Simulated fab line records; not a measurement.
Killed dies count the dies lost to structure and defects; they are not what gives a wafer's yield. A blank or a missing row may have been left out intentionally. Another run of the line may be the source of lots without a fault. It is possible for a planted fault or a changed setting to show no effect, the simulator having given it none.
Which tool was responsible? + flow sky130 + 11 lots with 33 wafers sampled at 5 steps, on a route of 708 steps

== WHAT THE GAUGES READ, wafer by wafer ==
SKY_VIA4_BOW_MEAS_03. Usual: VIA4_BOW typically reads 80 um, with standard deviation 8.7.
| lot  | measured     | on            | VIA4_BOW (um) | flag |
|------|--------------|---------------|---------------|------|
| L145 | day 41 23:09 | film-metro-03 | 75 73 61      |      |
| L146 | day 43 12:01 | film-metro-03 | 91 76 84      |      |
| L147 | day 43 13:01 | film-metro-03 | 88 76 81      |      |
| L150 | day 43 19:28 | film-metro-04 | 72 66 67      |      |
| L151 | day 44 05:40 | film-metro-04 | 88 78 83      |      |
| L154 | day 44 09:52 | film-metro-03 | 79 79 77      |      |
| L155 | day 44 20:41 | film-metro-04 | 85 75 75      |      |
| L156 | day 44 22:25 | film-metro-04 | 85 88 84      |      |
| L157 | day 45 07:38 | film-metro-03 | 82 77 75      |      |
| L166 | day 47 15:30 | film-metro-01 | 93 97 104     |      |
| L167 | day 47 18:04 | film-metro-04 | 76 67 80      |      |

SKY_PASSIVATION_THK_MEAS_03. Usual: PASSIVATION_CVD_02_THK typically reads 543 nm, with standard deviation 7.5.
| lot  | measured     | on            | PASSIVATION_CVD_02_THK (nm) | flag |
|------|--------------|---------------|-----------------------------|------|
| L145 | day 43 23:34 | film-metro-03 | 546 553 559                 |      |
| L146 | day 45 12:03 | film-metro-02 | 533 545 551                 |      |
| L147 | day 45 12:01 | film-metro-04 | 542 562 550                 |      |
| L150 | day 45 19:02 | film-metro-04 | 543 552 554                 |      |
| L151 | day 46 03:31 | film-metro-03 | 535 536 542                 |      |
| L154 | day 46 06:19 | film-metro-04 | 531 546 536                 |      |
| L155 | day 46 17:23 | film-metro-04 | 529 549 550                 |      |
| L156 | day 46 19:07 | film-metro-03 | 529 544 551                 |      |
| L157 | day 47 03:08 | film-metro-03 | 540 534 553                 |      |
| L166 | day 49 06:49 | film-metro-04 | 600 598 611                 | OFF  |
| L167 | day 49 09:37 | film-metro-03 | 592 596 610                 | OFF  |

== EACH LOT AND THE TOOL THAT RAN IT (in order: tool; ch and the chambers of the sampled wafers; start) ==
| lot  | SKY_METAL4_DESCUM_15              | SKY_METAL5_STRIP_16                  | SKY_PASSIVATION_CVD_02          |
|------|-----------------------------------|--------------------------------------|---------------------------------|
| L145 | rie-metal-01 ch 0,1, day 41 21:36 | plasma-asher-03 ch 0,1, day 43 22:37 | pecvd-02 ch 1,2, day 43 23:21   |
| L146 | rie-metal-03 ch 0,1, day 43 10:33 | plasma-asher-04 ch 0,1, day 45 11:05 | pecvd-04 ch 0,1,2, day 45 11:49 |
| L147 | rie-metal-03 ch 1, day 43 11:33   | plasma-asher-01 ch 0,1, day 45 11:07 | pecvd-02 ch 0,1,2, day 45 11:47 |
| L150 | rie-metal-02 ch 0,1, day 43 17:59 | plasma-asher-03 ch 0,1, day 45 18:02 | pecvd-02 ch 0,2, day 45 18:49   |
| L151 | rie-metal-01 ch 0,1, day 44 04:10 | plasma-asher-03 ch 0,1, day 46 02:07 | pecvd-01 ch 0,1,2, day 46 03:16 |
| L154 | rie-metal-03 ch 0,1, day 44 08:21 | plasma-asher-01 ch 0,1, day 46 05:25 | pecvd-01 ch 0,1,2, day 46 06:05 |
| L155 | rie-metal-02 ch 0,1, day 44 18:32 | plasma-asher-03 ch 0,1, day 46 16:06 | pecvd-01 ch 0,1,2, day 46 17:08 |
| L156 | rie-metal-03 ch 0,1, day 44 20:36 | plasma-asher-01 ch 0,1, day 46 18:10 | pecvd-04 ch 0,2, day 46 18:53   |
| L157 | rie-metal-03 ch 1, day 45 06:09   | plasma-asher-03 ch 0,1, day 47 01:53 | pecvd-01 ch 0,2, day 47 02:55   |
| L166 | rie-metal-01 ch 0,1, day 47 14:01 | plasma-asher-03 ch 0,1, day 49 05:29 | pecvd-04 ch 0,2, day 49 06:34   |
| L167 | rie-metal-03 ch 0,1, day 47 16:36 | plasma-asher-01 ch 0,1, day 49 08:38 | pecvd-04 ch 0,1,2, day 49 09:24 |
- SKY_METAL4_DESCUM_15: chemistry O2, time 8 s.
- SKY_METAL5_STRIP_16: strips in O2/N2.
- SKY_PASSIVATION_CVD_02: deposits Si3N4, target thk 540 nm.

== WHAT THE TOOLS THEMSELVES READ (means of the sampled wafers that have a number; where no wafer has one, the mark that the record gives instead) ==
SKY_METAL4_DESCUM_15. Usual: drypump-motor-current-A 5.43 A, standard deviation 0.24; he-backside-leak-sccm 3.32 sccm, standard deviation 0.25; oes-product-au 0.999 a.u., standard deviation 0.011.
| lot  | tool         | drypump-motor-current-A (A) | he-backside-leak-sccm (sccm) | oes-product-au (a.u.) | flag |
|------|--------------|-----------------------------|------------------------------|-----------------------|------|
| L145 | rie-metal-01 | 5.53                        | 3.23                         | 1.014                 |      |
| L146 | rie-metal-03 | 5.38                        | 3.47                         | 1.004                 |      |
| L147 | rie-metal-03 | 5.33                        | 3.62                         | 0.999                 |      |
| L150 | rie-metal-02 | 5.60                        | 3.33                         | 0.984                 |      |
| L151 | rie-metal-01 | 5.28                        | 3.14                         | 1.002                 |      |
| L154 | rie-metal-03 | 5.38                        | 3.40                         | 1.002                 |      |
| L155 | rie-metal-02 | 5.51                        | 3.49                         | 0.992                 |      |
| L156 | rie-metal-03 | 5.37                        | 3.38                         | 0.997                 |      |
| L157 | rie-metal-03 | 5.35                        | 3.65                         | 0.992                 |      |
| L166 | rie-metal-01 | 5.53                        | 3.05                         | 1.012                 |      |
| L167 | rie-metal-03 | 5.42                        | 3.21                         | 0.996                 |      |

SKY_METAL5_STRIP_16. Usual: drypump-motor-current-A 5.9 A, standard deviation 0.42; oes-product-au 0.711 a.u., standard deviation 0.0047; strip-time-to-endpoint-s 13.10 s, standard deviation 0.13.
| lot  | tool            | drypump-motor-current-A (A) | oes-product-au (a.u.) | strip-time-to-endpoint-s (s) | flag |
|------|-----------------|-----------------------------|-----------------------|------------------------------|------|
| L145 | plasma-asher-03 | 6.1                         | 0.712                 | 12.98                        |      |
| L146 | plasma-asher-04 | 6.0                         | 0.710                 | 13.02                        |      |
| L147 | plasma-asher-01 | 5.7                         | 0.709                 | 13.05                        |      |
| L150 | plasma-asher-03 | 6.1                         | 0.712                 | 13.28                        |      |
| L151 | plasma-asher-03 | 6.3                         | 0.712                 | 13.07                        |      |
| L154 | plasma-asher-01 | 5.4                         | 0.712                 | 13.08                        |      |
| L155 | plasma-asher-03 | 6.3                         | 0.713                 | 12.96                        |      |
| L156 | plasma-asher-01 | 5.4                         | 0.709                 | 13.03                        |      |
| L157 | plasma-asher-03 | 6.1                         | 0.714                 | 12.96                        |      |
| L166 | plasma-asher-03 | 6.3                         | 0.714                 | 13.13                        |      |
| L167 | plasma-asher-01 | 5.4                         | 0.708                 | 12.96                        |      |

SKY_PASSIVATION_CVD_02. Usual: heater-power-w 729 W, standard deviation 80; rf-fwd-power-W 448.8 W, standard deviation 1.4.
| lot  | tool     | heater-power-w (W) | rf-fwd-power-W (W) | flag |
|------|----------|--------------------|--------------------|------|
| L145 | pecvd-02 | 777                | 448.5              |      |
| L146 | pecvd-04 | 681                | 447.9              |      |
| L147 | pecvd-02 | 745                | 449.0              |      |
| L150 | pecvd-02 | 726                | 446.9              |      |
| L151 | pecvd-01 | 748                | 449.3              |      |
| L154 | pecvd-01 | 706                | 448.7              |      |
| L155 | pecvd-01 | 767                | 448.3              |      |
| L156 | pecvd-04 | 698                | 448.2              |      |
| L157 | pecvd-01 | 764                | 449.4              |      |
| L166 | pecvd-04 | 682                | 627.6              | OFF  |
| L167 | pecvd-04 | 650                | 628.2              | OFF  |

== THE ANSWER, worked out from the rows above alone ==
Rule: a lot is off if the mean of its wafers that have a number lies more than 3 standard deviations from the usual mean. Also off: a lot with no number at a reading for which 4 or more lots have one. All remaining lots with rows at the step are treated as sound. After the gauges, taken in route order, come the tools' own readings; for these a lot's mean is taken, as printed above. The first step at which some lot is off is used, and at that step the reading that is off furthest; a lot without a number counts as furthest.
Off: L166, L167, at SKY_PASSIVATION_THK_MEAS_03 (PASSIVATION_CVD_02_THK).
If a tool, at a process step before that reading, ran all the lots that are off and no sound lot after the first of them, it fits. The gauges at SKY_PASSIVATION_THK_MEAS_03 aren't tried: what is off there is off at SKY_PASSIVATION_CVD_02 too, on other tools, and a gauge's error can't cause that. One candidate fits, namely pecvd-04 at SKY_PASSIVATION_CVD_02. A fault onset in the window from L156 (day 46 18:53, its last sound lot) to L166 (day 49 06:34, its first lot off) fits.
The tool's own readings at SKY_PASSIVATION_CVD_02 bear it out: on the lots that are off they differ by more than 5 times the standard deviation of the sound lots' means. rf-fwd-power-W reads 627.9 W there against 448.5 W on the sound lots.

== WHAT THE SIMULATOR HAD INSERTED ==
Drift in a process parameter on pecvd-04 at SKY_PASSIVATION_CVD_02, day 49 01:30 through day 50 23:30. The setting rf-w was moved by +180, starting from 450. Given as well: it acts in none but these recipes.
Struck lots among those shown: L166, L167. The rule given above showed the same thing.
